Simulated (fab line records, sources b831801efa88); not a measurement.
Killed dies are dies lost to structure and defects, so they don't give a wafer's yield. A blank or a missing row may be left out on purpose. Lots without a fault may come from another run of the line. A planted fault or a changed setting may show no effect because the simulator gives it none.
fab line records | flow gf180mcu
record lots=11 wafers=33 last_day=34
route steps=602 shown NSD@245 V1@358 M2@379
lots that met no fault: from a run of the same line without faults
start_h: hours from the record's first day to the start of the lot's first wafer shown | wait_h: hours since the lot's step before | " the same as in the row above | L1.1+2: a row that stands for several wafers | - no value, or no start given | * or withheld: withheld | < > ~ a bound
route shown NAME@n: a module of which the file shows steps, and the number in the route of the first | usual: mean/standard deviation of fault-free wafers | same: alike in all rows | chamber/n: place in a boat | sites: the reading at each site | _std_site: their standard deviation | _edge_site: outer sites' mean less inner sites' | radius_mm: how far each site lies from the wafer's centre | mask NAME#n: copy n | behind: the tool/chamber that last shaped the wafer | hold: why the lot was held/for how many hours/how that ended | device: the transistor (n, p or np) that didn't switch | end of line: the same wafers' tests at the end of the route | a step without rows: its recipe alone | killed: dies lost to structure and defects at the first sort, not the wafer's yield | map: a wafer's dies, x killed, . not, _ none there
set.NAME: the setting as run; set.NAME@STEP: as run at that earlier step | model.NAME: the simulator's own value behind a step, which no gauge read
steps of the route over a sample of lots; a table a step, a row a wafer
services: from which hour (start_h, from the record's first day; less than 0 if before it) a tool's chamber was out of use, for how many hours, and why
## steps
# step GF_NSD_IMPLANT_10
# recipe species=P energy_kev=40 dose_cm2=5e+14 tilt_deg=7
# usual beam_energy_keV=40.000/0.011
# columns lot.wafer tool chamber start_h wait_h beam_energy_keV
L765.1 implanter-03 0 301.32 0.1 39.992
L765.3 " 0 " " 39.993
L765.5 " 0 " " 40.000
L769.1 implanter-03 0 331.82 0.1 40.000
L769.2 " 0 " " 39.993
L769.5 " 0 " " 40.005
L772.3 implanter-03 0 357.53 0.1 40.003
L772.5 " 0 " " 40.011
L772.6 " 0 " " 39.999
L774.3 implanter-02 0 373.32 0.1 39.990
L774.4 " 0 " " 39.995
L774.6 " 0 " " 39.988
L776.2 implanter-02 0 385.08 0.1 39.992
L776.3 " 0 " " 40.009
L776.6 " 0 " " 40.005
L777.2 implanter-03 0 401.35 0.1 40.010
L777.4 " 0 " " 40.000
L777.6 " 0 " " 40.024
L778.1 implanter-03 0 406.56 0.1 35.504
L778.2 " 0 " " 35.486
L778.4 " 0 " " 35.498
L780.3 implanter-03 0 421.92 0.1 35.480
L780.4 " 0 " " 35.495
L780.6 " 0 " " 35.478
L786.3 implanter-02 0 471.31 0.1 39.998
L786.4 " 0 " " 40.007
L786.6 " 0 " " 39.969
L787.3 implanter-03 0 482.54 0.1 39.999
L787.4 " 0 " " 40.011
L787.5 " 0 " " 39.991
L788.1 implanter-04 0 491.12 0.1 39.992
L788.5 " 0 " " 39.991
L788.6 " 0 " " 39.991
# step GF_NSD_STRIP_11
# recipe chemistry=O2/N2 power_w=1400 pressure_mtorr=1500 platen_temp_c=250 o2_flow_sccm=3000 n2_flow_sccm=300 overash_fraction=0.5
# usual drypump_motor_current_A=5.6/0.49 heater_power_w=330/30 oes_product_au=0.487/0.0047 strip_time_to_endpoint_s=22.96/0.033
# columns lot.wafer tool chamber start_h wait_h drypump_motor_current_A heater_power_w oes_product_au rf_hours_counter_h strip_time_to_endpoint_s
L765.1 plasma_asher-03 1 301.47 0.1 4.9 292 0.485 22 22.96
L765.3 " 0 " " 5.7 322 0.487 - 22.95
L765.5 " 0 " " 5.6 319 0.494 - 22.94
L769.1 plasma_asher-02 1 331.97 0.1 5.7 294 0.487 66 23.02
L769.2 " 0 " " 5.1 380 0.493 66 23.02
L769.5 " 0 " " 5.1 384 0.489 - 23.00
L772.3 plasma_asher-01 0 357.66 0.1 6.4 349 0.495 - 22.99
L772.5 " 0 " " 6.5 348 0.481 - 22.97
L772.6 " 1 " " 5.4 312 0.491 - 22.94
L774.3 plasma_asher-01 0 373.45 0.1 6.4 352 0.487 - 23.01
L774.4 " 1 " " 5.4 319 0.484 - 22.99
L774.6 " 0 " " 6.4 356 0.491 - 23.00
L776.2 plasma_asher-02 1 385.21 0.1 5.7 296 0.489 72 22.89
L776.3 " 0 " " 5.1 384 0.492 - 22.86
L776.6 " 0 " " 5.2 377 0.484 - 22.89
L777.2 plasma_asher-01 0 401.48 0.1 6.4 345 0.488 62 22.97
L777.4 " 0 " " 6.4 349 0.485 - 22.98
L777.6 " 0 " " 6.4 357 0.492 - 22.96
L778.1 plasma_asher-01 0 406.71 0.1 6.4 349 0.498 63 22.80
L778.2 " 1 " " 5.4 324 0.484 63 22.77
L778.4 " 0 " " 6.3 346 0.491 - 22.74
L780.3 plasma_asher-03 1 422.05 0.1 4.9 288 0.491 - 22.78
L780.4 " 0 " " 5.6 322 0.488 - 22.76
L780.6 " 0 " " 5.6 317 0.487 - 22.81
L786.3 plasma_asher-03 0 471.44 0.1 5.6 334 0.484 - 23.00
L786.4 " 1 " " 4.9 288 0.490 - 22.97
L786.6 " 0 " " 5.6 329 0.483 - 22.98
L787.3 plasma_asher-02 1 482.68 0.1 5.6 309 0.487 - 22.90
L787.4 " 0 " " 5.1 378 0.483 - 22.90
L787.5 " 1 " " 5.7 308 0.485 - 22.91
L788.1 plasma_asher-01 1 491.27 0.1 5.5 318 0.483 71 22.95
L788.5 " 0 " " 6.4 348 0.484 - 22.94
L788.6 " 1 " " 5.5 321 0.482 - 22.92
# step GF_PSD_RS_MEAS_14
# recipe thk_meas_gauge=four-point-probe
# usual NSD_RS=46.11/0.097
# columns lot.wafer tool chamber start_h wait_h NSD_RS[ohm/sq]
L765.1 film_metro-02 - 322.28 0.1 46.35
L765.3 " - " " 46.25
L765.5 " - " " 46.27
L769.1 film_metro-01 - 353.22 0.1 46.02
L769.2 " - " " 46.13
L769.5 " - " " 45.99
L772.3 film_metro-02 - 380.95 0.1 46.33
L772.5 " - " " 46.10
L772.6 " - " " 46.17
L774.3 film_metro-01 - 396.55 0.1 46.07
L774.4 " - " " 46.06
L774.6 " - " " 46.10
L776.2 film_metro-03 - 409.14 0.1 46.31
L776.3 " - " " 46.19
L776.6 " - " " 46.18
L777.2 film_metro-01 - 425.59 0.1 46.08
L777.4 " - " " 46.09
L777.6 " - " " 46.08
L778.1 film_metro-03 - 431.35 0.1 46.65
L778.2 " - " " 46.73
L778.4 " - " " 46.74
L780.3 film_metro-01 - 446.86 0.1 46.50
L780.4 " - " " 46.60
L780.6 " - " " 46.54
L786.3 film_metro-03 - 496.24 0.1 46.10
L786.4 " - " " 46.15
L786.6 " - " " 46.13
L787.3 film_metro-01 - 506.71 0.1 46.11
L787.4 " - " " 46.18
L787.5 " - " " 46.23
L788.1 film_metro-01 - 514.91 0.1 45.98
L788.5 " - " " 46.11
L788.6 " - " " 46.11
# step GF_V1_CVD_23
# recipe material=W target_thk_nm=350 time_s=105.05 temp_c=400 pressure_torr=40
# usual heater_power_w=890/36 susceptor_temp_C=400.00/0.23
# same time_s=105.05
# columns lot.wafer tool chamber start_h wait_h heater_power_w susceptor_temp_C
L765.1 cvd_w-01 1 416.25 0.0 912 399.89
L765.3 " 1 " " 908 399.97
L765.5 " 0 " " 908 400.19
L769.1 cvd_w-01 0 451.72 0.0 891 400.20
L769.2 " 1 " " 927 400.13
L769.5 " 1 " " 911 399.61
L772.3 cvd_w-01 0 482.12 0.1 890 400.02
L772.5 " 1 " " 916 400.15
L772.6 " 0 " " 893 399.69
L774.3 cvd_w-02 1 499.04 0.1 855 399.78
L774.4 " 0 " " 859 400.29
L774.6 " 1 " " 841 399.94
L776.2 cvd_w-01 1 511.37 0.0 931 399.49
L776.3 " 0 " " 922 400.10
L776.6 " 1 " " 958 399.98
L777.2 cvd_w-01 1 527.41 0.0 947 400.64
L777.4 " 0 " " 901 399.44
L777.6 " 1 " " 933 400.32
L778.1 cvd_w-02 0 532.27 0.0 850 400.07
L778.2 " 1 " " 844 399.71
L778.4 " 1 " " 848 399.64
L780.3 cvd_w-01 1 547.42 0.1 945 400.16
L780.4 " 0 " " 907 400.32
L780.6 " 1 " " 906 400.40
L786.3 cvd_w-01 0 591.76 0.1 902 399.93
L786.4 " 1 " " 923 399.95
L786.6 " 1 " " 919 399.66
L787.3 cvd_w-01 1 601.40 0.1 922 400.25
L787.4 " 0 " " 915 399.76
L787.5 " 1 " " 943 400.36
L788.1 cvd_w-01 0 608.37 0.0 908 399.75
L788.5 " 0 " " 895 399.99
L788.6 " 0 " " 911 400.01
# step GF_V1_CMP_26
# recipe stop_on=SiO2 down_force_psi=3.5 platen_rpm=60 t_overpolish_s=15 target_thk_nm=0 pad_velocity_m_s=0.94248
# usual motor_current_A=11.3/1.8 overpolish_run_s=14.999/0.0087 time_to_endpoint_s=88/3.7
# columns lot.wafer tool chamber start_h wait_h motor_current_A overpolish_run_s time_to_endpoint_s
L765.1 cmp-01 3 416.55 0.1 10.2 15.011 85
L765.3 " 1 " " 9.8 15.010 85
L765.5 " 3 " " 10.4 15.008 82
L769.2 cmp-01 0 452.01 0.0 11.1 15.009 89
L769.1 " 1 " " 10.1 14.992 88
L769.5 " 0 " " 10.9 15.017 90
L772.3 cmp-02 1 482.38 0.0 11.0 14.996 94
L772.5 " 1 " " 11.1 14.996 97
L772.6 " 2 " " 10.8 15.000 88
L774.4 cmp-02 1 499.29 0.0 11.8 14.988 87
L774.3 " 3 " " 14.2 14.995 82
L774.6 " 1 " " 11.7 15.003 93
L776.2 cmp-02 2 511.71 0.1 11.1 14.996 84
L776.3 " 3 " " 14.1 14.990 82
L776.6 " 2 " " 10.8 15.005 85
L777.4 cmp-02 0 527.71 0.0 14.7 14.993 90
L777.2 " 3 " " 13.8 14.995 85
L777.6 " 0 " " 14.3 14.996 90
L778.4 cmp-01 2 532.56 0.0 9.1 14.989 89
L778.2 " 3 " " 9.9 14.988 90
L778.1 " 0 " " 10.3 14.997 86
L780.4 cmp-02 0 547.73 0.1 13.9 14.997 93
L780.3 " 1 " " 11.6 15.001 95
L780.6 " 0 " " 14.5 14.990 92
L786.4 cmp-01 2 592.30 0.3 8.5 14.992 88
L786.3 " 0 " " 10.4 15.009 86
L786.6 " 3 " " 10.1 15.002 92
L787.3 cmp-01 0 601.76 0.1 11.1 14.988 88
L787.4 " 1 " " 9.9 14.997 90
L787.5 " 2 " " 8.5 14.995 85
L788.1 cmp-02 1 609.06 0.3 11.8 14.996 88
L788.6 " 0 " " 14.1 15.004 90
L788.5 " 1 " " 11.3 14.983 88
# step GF_M2_STRIP_17
# recipe chemistry=O2/N2 power_w=1400 pressure_mtorr=1500 platen_temp_c=250 o2_flow_sccm=3000 n2_flow_sccm=300 overash_fraction=0.5
# usual drypump_motor_current_A=5.9/0.56 heater_power_w=353/40 oes_product_au=0.559/0.0054 strip_time_to_endpoint_s=7.91/0.04
# columns lot.wafer tool chamber start_h wait_h drypump_motor_current_A heater_power_w oes_product_au rf_hours_counter_h strip_time_to_endpoint_s
L765.1 plasma_asher-04 0 441.89 0.1 6.1 395 0.561 76 7.88
L765.3 " 1 " " 6.6 393 0.554 - 7.87
L765.5 " 0 " " 6.1 404 0.563 - 7.90
L769.1 plasma_asher-04 1 476.63 0.1 6.6 396 0.553 80 7.89
L769.2 " 0 " " 6.1 395 0.556 80 7.88
L769.5 " 1 " " 6.6 398 0.549 - 7.81
L772.3 plasma_asher-01 1 506.62 0.1 5.5 313 0.554 - 7.88
L772.5 " 1 " " 5.5 317 0.558 - 7.92
L772.6 " 0 " " 6.4 348 0.557 - 7.85
L774.3 plasma_asher-01 0 523.46 0.1 6.4 353 0.552 - 7.88
L774.4 " 1 " " 5.4 324 0.568 - 7.91
L774.6 " 0 " " 6.4 342 0.565 - 7.89
L776.2 plasma_asher-04 1 535.53 0.1 6.6 402 0.562 86 7.97
L776.3 " 0 " " 6.1 398 0.561 - 7.97
L776.6 " 1 " " 6.6 395 0.559 - 7.90
L777.2 plasma_asher-01 0 550.98 0.1 6.3 351 0.569 78 7.94
L777.4 " 1 " " 5.4 322 0.555 - 7.89
L777.6 " 0 " " 6.4 359 0.562 - 7.91
L778.1 plasma_asher-01 0 555.95 0.2 6.4 348 0.560 78 7.92
L778.2 " 1 " " 5.4 315 0.556 78 7.90
L778.4 " 1 " " 5.5 317 0.565 - 7.91
L780.3 plasma_asher-01 1 570.42 0.1 5.5 312 0.571 - 7.93
L780.4 " 0 " " 6.4 350 0.556 - 7.88
L780.6 " 0 " " 6.4 349 0.565 - 7.90
L786.3 plasma_asher-01 0 613.86 0.1 6.4 352 0.551 - 7.82
L786.4 " 1 " " 5.5 314 0.561 - 7.86
L786.6 " 1 " " 5.5 312 0.548 - 7.85
L787.3 plasma_asher-04 1 622.32 0.1 6.6 387 0.558 - 7.88
L787.4 " 0 " " 6.1 398 0.554 - 7.87
L787.5 " 0 " " 6.1 391 0.570 - 7.94
L788.1 plasma_asher-01 1 634.34 0.1 5.5 326 0.558 86 7.96
L788.5 " 0 " " 6.4 358 0.564 - 7.93
L788.6 " 1 " " 5.5 317 0.557 - 7.92
## services
# columns tool chamber start_h hours kind
cmp-01 - 288.13 5.8 pm
cvd_w-01 1 288.55 4.4 repair
cmp-02 - 310.73 0.7 repair
cmp-01 - 361.33 3.6 repair
cmp-02 - 364.98 16.0 pm
cvd_w-01 - 370.26 6.9 pm
cmp-02 - 385.45 1.4 repair
cmp-01 - 396.83 2.0 repair
cmp-02 - 404.06 4.0 pm
plasma_asher-01 - 452.46 2.8 pm
cmp-01 - 482.40 2.3 repair
implanter-03 - 491.41 2.8 pm
cvd_w-01 - 495.33 6.0 pm
cmp-01 - 501.75 1.2 repair
implanter-03 - 523.42 2.7 pm
cmp-01 - 552.53 15.7 pm
cmp-02 - 568.49 6.4 pm
cmp-01 - 572.26 4.0 pm
cmp-02 - 576.43 7.8 pm
cmp-02 - 589.71 3.4 repair
cmp-01 - 596.90 0.8 repair
cmp-01 - 606.01 4.8 repair
cvd_w-01 1 606.41 5.2 repair
cmp-01 - 616.58 1.8 repair
## key
first_sign step=GF_NSD_IMPLANT_10 reading=beam_energy_keV direction=down sigmas=99+ usual=40.000 struck=35.490
effect step=GF_NSD_STRIP_11 reading=strip_time_to_endpoint_s direction=down sigmas=5.5 usual=* struck=*
effect step=GF_PSD_RS_MEAS_14 reading=NSD_RS direction=up sigmas=5.3 usual=46.11 struck=46.63
met_at GF_NSD_IMPLANT_10
struck_lots L778,L780
tester_left_out L778,L780
not_acting_at GF_V1_CVD_23,GF_V1_CMP_26,GF_M2_STRIP_17
onset_between 401.35 406.56
fault kind=process_parameter_drift tool=implanter-03 chamber=- onset_h=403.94 steps=GF_NSD_IMPLANT_10 channel=energy_kev offset=-4.5084 shape=step end_h=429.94 acts_in=these_recipes_only stated=40
# tester_left_out: of these lots the tester's yield and bins aren't shown, on N5 and GAA mostly nor the transistor test; their killed dies are dies lost to structure and defects alone, not to doping, threshold or leakage, so they don't give the yield
